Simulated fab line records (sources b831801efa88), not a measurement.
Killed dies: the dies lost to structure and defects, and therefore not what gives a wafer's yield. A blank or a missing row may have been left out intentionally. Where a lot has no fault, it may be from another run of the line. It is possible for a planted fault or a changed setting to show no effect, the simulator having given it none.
Tool commonality check    flow gf180mcu    14 lots, 42 wafers sampled

REASON IT WAS OPENED
2 of 14 lots carry a flag on the reading HV_LDD_2_TW at GF_HV_LDD_TW_MEAS_23. Wafers without a fault read 1048, standard deviation 11.
Rule: a lot is flagged when every wafer of it that has a number lies more than 4 standard deviations from that mean, or none has a number. The other lots count as sound.

lot   measured      on             HV_LDD_2_TW, wafer by wafer  flag
L997  day 11 00:01  film-metro-02  1046 1037 1039               
L999  day 11 07:15  film-metro-04  1052 1043 1046               
L998  day 11 07:26  film-metro-02  1038 1035 1037               
L100  day 12 00:01  film-metro-01  1070 1075 1077               
L102  day 12 15:49  film-metro-04  1044 1049 1050               
L104  day 13 01:07  film-metro-04  1049 1045 1054               
L103  day 13 02:31  film-metro-02  1035 1037 1034               
L105  day 13 11:52  film-metro-01  1061 1065 1064               
L106  day 13 20:49  film-metro-02  1036 1038 1037               
L110  day 14 22:00  film-metro-04  1054 1050 1046               
L114  day 16 06:55  film-metro-01  923 925 924                  FLAGGED
L115  day 16 09:19  film-metro-02  899 902 900                  FLAGGED
L119  day 17 17:34  film-metro-04  1054 1050 1051               
L120  day 17 22:59  film-metro-02  1040 1043 1046               
The mean of the flagged lots' numbers is 912, -136 from the usual (-12 standard deviations).

EACH LOT AND THE TOOL IT RAN ON
The record keeps 1 process step preceding the reading, out of 602 steps on the route. Read each cell as the tool, then ch plus the chambers that the sampled wafers visited, then the start.
lot   flag     GF_HV_LDD_IMPLANT_21
L997           implanter-01 ch 0, day 10 23:46
L999           implanter-02 ch 0, day 11 07:02
L998           implanter-04 ch 0, day 11 07:11
L100           implanter-04 ch 0, day 11 23:46
L102           implanter-04 ch 0, day 12 15:34
L104           implanter-04 ch 0, day 13 00:52
L103           implanter-04 ch 0, day 13 02:17
L105           implanter-02 ch 0, day 13 11:38
L106           implanter-04 ch 0, day 13 20:35
L110           implanter-04 ch 0, day 14 21:45
L114  FLAGGED  implanter-04 ch 0, day 16 06:42
L115  FLAGGED  implanter-04 ch 0, day 16 09:05
L119           implanter-02 ch 0, day 17 17:21
L120           implanter-02 ch 0, day 17 22:44
What these steps do:
- GF_HV_LDD_IMPLANT_21
- GF_HV_LDD_TW_MEAS_23

FLAGGED AGAINST TOTAL, ONE TOOL AT A TIME (gauges that did the reading follow at the end)
step                  tool           lots run  flagged  share of the flagged lots  sound lots run after its first flagged lot
GF_HV_LDD_IMPLANT_21  implanter-01   1         0        none                       -
GF_HV_LDD_IMPLANT_21  implanter-02   4         0        none                       -
GF_HV_LDD_IMPLANT_21  implanter-04   9         2        all                        0
GF_HV_LDD_TW_MEAS_23  film-metro-01  3         1        some                       0
GF_HV_LDD_TW_MEAS_23  film-metro-02  6         1        some                       1 (L120)
GF_HV_LDD_TW_MEAS_23  film-metro-04  5         0        none                       -

WHAT THE TABLE PERMITS
All flagged lots share 1 row of the table, namely implanter-04 at GF_HV_LDD_IMPLANT_21.
- implanter-04 at GF_HV_LDD_IMPLANT_21: 2 of its 9 lots flagged. It ran its last sound lot, L110, at day 14 21:45 and its first flagged lot, L114, at day 16 06:42: a fault with its onset between the two fits. Its own readings lie more than 4 standard deviations out on every wafer of the flagged lots: dose-ions-cm2, faraday-current-uA.
Left over: one tool, implanter-04 at GF_HV_LDD_IMPLANT_21.

WHAT THE SIMULATOR HAD INSERTED
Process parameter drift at GF_HV_LDD_IMPLANT_21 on implanter-04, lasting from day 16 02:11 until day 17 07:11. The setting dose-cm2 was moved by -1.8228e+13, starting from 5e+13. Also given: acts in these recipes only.
Lots struck among those shown: L114, L115. The rule above reached the same finding.
